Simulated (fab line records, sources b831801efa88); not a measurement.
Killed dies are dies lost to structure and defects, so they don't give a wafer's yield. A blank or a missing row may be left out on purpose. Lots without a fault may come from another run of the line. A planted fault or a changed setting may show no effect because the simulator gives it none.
Problem report in the 8D (eight disciplines) form, filled by code | flow sky130 | the parts of the form that need people (team, actions taken, sign-off) are left out

1. THE PROBLEM
killed_at_M0_to_M3 at SKY_PAD_OPEN_PROBE_99 reads a mean of 98 on 6 wafers of 2 lots; wafers without a fault read 43 with a standard deviation of 6.2. That is +8.8 standard deviations from the usual mean.
First seen on wafer L305.3, day 47 09:44, on prober-02. The record holds 36 wafers of 12 lots with a number at this step. Rule for "out", or "out of limits": more than 4 standard deviations from the usual mean. The other wafers with a number count as sound.

2. WHAT IT IS AND WHAT IT IS NOT
question                    | is                                                                                 | is not
which readings at this step | killed_at_M0_to_M3, defect_limited_yield, killed_dies, sort_n_pass, sort_yield_pct | killed_at_M4_up, killed_at_contacts, killed_at_other
which lots                  | L305, L307                                                                         | L298, L300, L302, L313, L314, L315, L317, L318, L320, L321
which wafers of those lots  | all that have a number                                                             | -
read on which tools         | prober-02                                                                          | prober-01
when                        | from day 47 09:44                                                                  | up to then (9 sound wafers); but 21 sound wafers of L313, L314, L315, L317, L318, L320, L321 came after

3. SUSPECTS, AND WHAT RULES EACH OUT
Counting: a tool at a process step up to the reading stays a suspect if it ran every lot that is out and no sound lot after the first of them.
- plasma_asher-02 at SKY_METAL3_STRIP_19 (strips in O2/N2): ruled out as a lasting fault. Sound lots L315, L321, L320 ran on it after its first lot that is out, L305 (day 40 14:38).
- prober-02 at SKY_PAD_OPEN_PROBE_99: ruled out as a lasting fault. Sound lots L313, L315, L318 ran on it after its first lot that is out, L305 (day 47 09:44).
Left after counting: nothing in the record.

4. THE CAUSE (what the simulator had put in)
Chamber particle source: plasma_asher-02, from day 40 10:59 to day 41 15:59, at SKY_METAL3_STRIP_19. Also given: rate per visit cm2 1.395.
Counting ruled it out, wrongly: the rule takes a fault to strike every lot that its tool runs from its start on, and this one did not.

5. THE CHAIN OF EFFECTS, in route order
Each row: a reading whose mean over the struck wafers that have a number lies more than 3 standard deviations from the usual. Only readings for which the record gives a usual standard deviation are gone through. hours: the time from each lot's start at the first step in this table that gives one to its start at this step, as a median over the lots. sigmas: the change in usual standard deviations.
hours | step                  | reading              | usual  | on struck wafers | change | sigmas
0     | SKY_PAD_OPEN_PROBE_99 | defect_limited_yield | 82.8 % | 73.1             | -9.7   | -5.7
0     | SKY_PAD_OPEN_PROBE_99 | killed_at_M0_to_M3   | 43     | 98               | +54    | +8.8
0     | SKY_PAD_OPEN_PROBE_99 | killed_dies          | 85     | 132              | +47    | +5.6
0     | SKY_PAD_OPEN_PROBE_99 | sort_bin_3_pad_short | 0.9 %  | 4.0              | +3.1   | +6.7
0     | SKY_PAD_OPEN_PROBE_99 | sort_bin_5_function  | 10.2 % | 16.2             | +6.0   | +4.6
0     | SKY_PAD_OPEN_PROBE_99 | sort_n_pass          | 407    | 360              | -47    | -5.6
0     | SKY_PAD_OPEN_PROBE_99 | sort_yield_pct       | 82.8 % | 73.1             | -9.7   | -5.7
The process steps in it:
- SKY_PAD_OPEN_PROBE_99

6. WHAT WOULD HAVE CAUGHT IT SOONER
In this record the first reading out of limits was taken at day 47 09:44, 167 hours after the fault began at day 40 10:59.
Of the tool readings at SKY_METAL3_STRIP_19 for which the record gives a usual standard deviation, none was out on any struck wafer, so an alarm limit of 4 standard deviations on them would not have fired.
